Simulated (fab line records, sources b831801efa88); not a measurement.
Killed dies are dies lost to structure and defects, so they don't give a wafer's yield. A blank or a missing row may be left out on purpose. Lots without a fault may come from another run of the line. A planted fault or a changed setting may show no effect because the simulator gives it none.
A struck lot beside a sound one | flow gf180mcu | 20 steps out of a route of 602
Sound: wafers L359.1, L359.3, L359.5. Struck: wafers L375.4, L375.5, L375.6. The cause comes at the end.
At each step with rows: each side's tool, then ch and its chambers, then its first start. Under that, the readings that differ: sound wafers | struck wafers | difference of the means | sigmas: that difference in standard deviations of wafers without a fault.
alike: readings whose means differ by less than 2 such deviations, and words and numbers that are the same on both sides. not compared: withheld readings, readings that some wafer has no value for, bounds like >300 that may hide the same value, and numbers for which the record gives no deviation and whose values overlap.
The two part at a step that has a row with sigmas, a row that says differs or no value, or rows on one side only. Numbers that don't overlap but have no deviation are shown without sigmas and don't part them. A reading that every wafer of one side lacks parts them only if that side has two wafers or more.

GF_V1_CMP_26: polishes, stops on SiO2, t overpolish 15 s, target thk 0 nm.
  sound on cmp-01 ch 1,3, day 20 01:12; struck on cmp-01 ch 0,1,3, day 25 15:35
  alike: motor_current_A, overpolish_run_s, platen_rpm, retaining_ring_pressure_frac, slurry_flow_ml_min, time_to_endpoint_s
GF_M2_SPUTTER_00: material Ti, target thk 37.5 nm, time 150 s.
  sound on pvd_sputter-04, day 20 01:27; struck on pvd_sputter-01, day 25 15:50
  alike: throttle_valve_pct
then, 1 step without rows for these wafers: GF_M2_SPUTTER_01 (material TiN, target thk 30 nm, time 25 s).
GF_M2_SPUTTER_02: material AlCu, target thk 450 nm, time 23.9 s.
  sound on pvd_sputter-04, day 20 01:35; struck on pvd_sputter-01, day 25 15:56
  alike: throttle_valve_pct
GF_M2_SPUTTER_03: material Ti, target thk 10 nm, time 6.7 s.
  sound on pvd_sputter-04, day 20 01:37; struck on pvd_sputter-01, day 25 15:58
  alike: throttle_valve_pct
GF_M2_SPUTTER_04: material TiN, target thk 50 nm, time 41.7 s.
  sound on pvd_sputter-04, day 20 01:38; struck on pvd_sputter-01, day 25 15:59
  alike: throttle_valve_pct
GF_M2_RS_MEAS_05: measures by four-point-probe.
  sound on film_metro-02, day 20 01:40; struck on film_metro-02, day 25 16:04
  alike: M2_ALCU_RS
GF_M2_THK_MEAS_06: measures by xrf.
  sound on film_metro-02, day 20 01:47; struck on film_metro-02, day 25 16:10
  alike: M2_ALCU_THK
then, 4 steps without rows for these wafers: GF_M2_DEHYDRATE_07 (time 60 s); GF_M2_HMDS_08 (prime time 60 s); GF_M2_COAT_09 (resist thk 1000 nm); GF_M2_SOFTBAKE_10 (time 60 s).
GF_M2_EXPOSE_11: exposes mask Metal2, target cd 280 nm.
  sound on krf_scanner-02 ch 0, day 20 13:11; struck on krf_scanner-02 ch 0, day 26 03:13
  reading              | sound                | struck               | difference | sigmas
  exposure_dose_mJ_cm2 | 28.319 28.343 28.328 | 26.438 26.458 26.442 | -1.884     | -70
  alike: mask, stage_vel_mm_s
then, 2 steps without rows for these wafers: GF_M2_PEB_12 (peb time 90 s); GF_M2_DEVELOP_13 (develop time 60 s).
GF_M2_CD_MEAS_14: target cd 280 nm.
  sound on cd_sem-02, day 21 01:22; struck on cd_sem-01, day 26 13:10
  reading    | sound             | struck            | difference | sigmas
  cd_nm (nm) | 279.3 280.0 278.8 | 254.7 274.6 278.4 | -10.1      | -8
GF_M2_OVL_MEAS_15:
  sound on overlay-02, day 21 01:29; struck on overlay-02, day 26 13:14
  alike: M2_OVL
GF_M2_METAL_ETCH_16: etches the open film in Cl2/BCl3, stops on SiO2, target depth 627.5 nm, time 104.6 s.
  sound on rie_metal-01 ch 1, day 21 01:31; struck on rie_metal-04 ch 0, day 26 13:22
  alike: chamber_pressure_mTorr, drypump_motor_current_A, oes_product_au, throttle_valve_pct
  not compared: rf_hours_counter_h, model.M2.cd_nm
then, 1 step without rows for these wafers: GF_M2_STRIP_17 (strips in O2/N2).
-- the record jumps here: 8 days lie between the struck wafers' starts before and after (it left off in module M2 and takes up again in module PASSIVATION, whose first step shown is number 602 of the route) --
GF_PASSIVATION_PROBE_99:
  sound on prober-01, day 30 13:58; struck on prober-02, day 34 15:12
  reading                      | sound              | struck               | difference | sigmas
  model.etest.met2.line_ohm_um | 0.2621 0.26 0.2626 | 0.2936 0.2707 0.2631 | +0.0142    |
  not compared: model.etest.met2.width_nm

WHERE THEY PART
First at GF_M2_EXPOSE_11; last, within this record, at GF_M2_CD_MEAS_14. Later steps at which nothing parts them and some readings are alike: GF_M2_OVL_MEAS_15, GF_M2_METAL_ETCH_16.

WHY: what the simulator had put in
Process parameter drift: krf_scanner-02, from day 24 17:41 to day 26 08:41, at GF_M2_EXPOSE_11. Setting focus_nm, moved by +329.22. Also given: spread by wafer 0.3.
